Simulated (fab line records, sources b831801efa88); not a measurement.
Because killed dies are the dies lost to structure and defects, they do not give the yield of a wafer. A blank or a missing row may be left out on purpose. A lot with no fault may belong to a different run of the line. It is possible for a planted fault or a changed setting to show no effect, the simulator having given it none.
Which tool was responsible? / flow sky130 / 13 lots, 39 wafers sampled, at 2 steps of a route of 708

WHAT THE GAUGES READ, wafer by wafer
SKY_LDD_P_OVL_MEAS_08.
lot=L896; measured=day 18 05:41; on=overlay-01; LDD_P_OVL (nm)=1.9 2.4 1.4
lot=L899; measured=day 19 19:35; on=overlay-02; LDD_P_OVL (nm)=1.9 1.3 1.5
lot=L904; measured=day 21 23:36; on=overlay-02; LDD_P_OVL (nm)=3.5 3.2 2.8
lot=L907; measured=day 22 21:36; on=overlay-01; LDD_P_OVL (nm)=0.9 2.2 2.3
lot=L906; measured=day 22 23:27; on=overlay-01; LDD_P_OVL (nm)=1.9 3.2 1.1
lot=L909; measured=day 23 17:01; on=overlay-02; LDD_P_OVL (nm)=2.1 2.2 1.5
lot=L910; measured=day 23 22:43; on=overlay-01; LDD_P_OVL (nm)=3.4 1.3 3.7
lot=L912; measured=day 25 12:20; on=overlay-02; LDD_P_OVL (nm)=2.5 3.1 2.6
lot=L911; measured=day 25 15:36; on=overlay-02; LDD_P_OVL (nm)=3.6 4.9 4.5
lot=L914; measured=day 25 18:15; on=overlay-02; LDD_P_OVL (nm)=1.5 2.5 2.7
lot=L916; measured=day 26 16:44; on=overlay-02; LDD_P_OVL (nm)=1.1 1.8 0.8
lot=L919; measured=day 27 09:01; on=overlay-01; LDD_P_OVL (nm)=1.8 1.1 3.0
lot=L918; measured=day 27 13:33; on=overlay-02; LDD_P_OVL (nm)=1.7 3.0 1.4

SKY_LDD_HVP_OVL_MEAS_07.
lot=L896; measured=day 20 18:37; on=overlay-01; LDD_HVP_OVL (nm)=0.4 -0.9 0.5
lot=L899; measured=day 22 06:59; on=overlay-01; LDD_HVP_OVL (nm)=3.7 2.7 1.3
lot=L904; measured=day 24 11:22; on=overlay-02; LDD_HVP_OVL (nm)=1.3 2.2 0.1
lot=L907; measured=day 25 08:08; on=overlay-01; LDD_HVP_OVL (nm)=-0.3 1.1 1.1
lot=L906; measured=day 25 10:10; on=overlay-01; LDD_HVP_OVL (nm)=1.7 0.7 1.4
lot=L909; measured=day 26 03:32; on=overlay-02; LDD_HVP_OVL (nm)=1.6 5.2 2.6
lot=L910; measured=day 26 09:11; on=overlay-01; LDD_HVP_OVL (nm)=1.2 2.4 3.2
lot=L912; measured=day 27 22:22; on=overlay-01; LDD_HVP_OVL (nm)=-1.1 1.4 -1.4
lot=L911; measured=day 28 00:40; on=overlay-02; LDD_HVP_OVL (nm)=0.9 1.3 0.7
lot=L914; measured=day 28 04:26; on=overlay-02; LDD_HVP_OVL (nm)=3.0 4.2 3.9
lot=L916; measured=day 29 03:01; on=overlay-02; LDD_HVP_OVL (nm)=-0.2 0.7 0.3
lot=L919; measured=day 29 17:40; on=overlay-01; LDD_HVP_OVL (nm)=0.4 0.6 1.6
lot=L918; measured=day 29 21:40; on=overlay-01; LDD_HVP_OVL (nm)=0.7 1.9 2.5

TOOL THAT RAN EACH LOT (tool first, then ch and the chambers of the sampled wafers, then the start)
The record holds no process step before these readings.

WHAT THE TOOLS THEMSELVES READ (means of the sampled wafers that have a number; where no wafer has one, the mark that the record gives instead)
The record holds no such reading with a usual standard deviation.

THE ANSWER, worked out from the rows above alone
Rule: usual is defined by the lots themselves. The widest of any qualifying gaps counts: lots, ordered by their means at a reading, are off when they make up no more than a third of the lots, leave a main group of 4 or more, and stand apart from it by 3 or more times the standard deviation of that group's means. A main group is skipped when, at the precision printed for the reading in the tables above, its means are all equal. Also off: a lot with no number at a reading for which 4 or more lots have one. All remaining lots with rows at the step are treated as sound. First the gauges in route order, then the tools' own readings, where a lot's mean is used as printed above. At the first step where some lot is off, the reading lying furthest off is the one used; lots without a number count as furthest.
None of the lots is off at any reading shown; this tells nothing.

WHAT THE SIMULATOR HAD INSERTED
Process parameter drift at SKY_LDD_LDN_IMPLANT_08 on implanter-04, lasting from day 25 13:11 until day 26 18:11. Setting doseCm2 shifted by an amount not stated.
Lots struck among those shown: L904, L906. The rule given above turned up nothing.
